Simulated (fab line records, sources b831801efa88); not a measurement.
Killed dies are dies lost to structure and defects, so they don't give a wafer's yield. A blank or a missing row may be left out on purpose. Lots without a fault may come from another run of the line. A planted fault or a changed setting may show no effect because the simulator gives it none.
Which tool did it? | flow sky130 | 6 lots, 18 wafers sampled, at 3 steps of a route of 708

WHAT THE GAUGES READ, wafer by wafer
SKY_LDD_LDN_OVL_MEAS_07.
lot  | measured     | on         | LDD_LDN_OVL (nm)
L996 | day 24 04:17 | overlay-01 | -0.4 -1.3 -0.5
L999 | day 25 03:23 | overlay-01 | 0.3 0.6 1.3
L103 | day 27 00:40 | overlay-02 | 112.1 112.9 112.9
L108 | day 28 09:02 | overlay-02 | 113.8 113.5 113.3
L112 | day 29 22:59 | overlay-01 | 0.1 -0.1 -0.2
L115 | day 30 13:50 | overlay-01 | -0.9 -1.0 -0.9

WHICH TOOL RAN EACH LOT (tool, then ch and the chambers of the sampled wafers, then the start)
lot  | SKY_LDD_P_STRIP_10                   | SKY_LDD_LDN_EXPOSE_04
L996 | plasma_asher-03 ch 0,1, day 20 09:34 | iline_stepper-01 ch 0, day 23 13:59
L999 | plasma_asher-02 ch 0,1, day 21 08:02 | iline_stepper-02 ch 0, day 24 13:00
L103 | plasma_asher-03 ch 0,1, day 23 08:13 | iline_stepper-02 ch 0, day 26 11:04
L108 | plasma_asher-02 ch 0,1, day 24 17:28 | iline_stepper-02 ch 0, day 27 19:04
L112 | plasma_asher-02 ch 0,1, day 26 08:07 | iline_stepper-01 ch 0, day 29 08:04
L115 | plasma_asher-02 ch 0,1, day 27 00:59 | iline_stepper-01 ch 0, day 30 00:35
- SKY_LDD_P_STRIP_10: strips in O2/N2.
- SKY_LDD_LDN_EXPOSE_04: exposes mask LDNTM, target cd 700 nm.

THE ANSWER, worked out from the rows above alone
Rule: what is usual is taken from the lots themselves. Put in order of their means at a reading, lots are off if they are a third of the lots or fewer, leave a main group of 4 or more, and stand apart from it by a gap of 3 or more times the standard deviation of the main group's means; of several such gaps the widest counts. A main group whose means are all the same, to the digits that the tables above print for the reading, isn't used. A lot without any number at a reading at which 4 lots or more have one is off too. The other lots that the step has rows for count as sound.
Off: L103, L108, at SKY_LDD_LDN_OVL_MEAS_07 (LDD_LDN_OVL). The main group: mean -0.2 nm, standard deviation 0.65.
A tool fits if, at a process step before that reading, it ran every lot that is off, and no sound lot after the first of them. The gauges at SKY_LDD_LDN_OVL_MEAS_07 are tried like those tools. Can't be told from this: 2 tools fit, iline_stepper-02 at SKY_LDD_LDN_EXPOSE_04, overlay-02 at SKY_LDD_LDN_OVL_MEAS_07.

WHAT THE SIMULATOR HAD PUT IN
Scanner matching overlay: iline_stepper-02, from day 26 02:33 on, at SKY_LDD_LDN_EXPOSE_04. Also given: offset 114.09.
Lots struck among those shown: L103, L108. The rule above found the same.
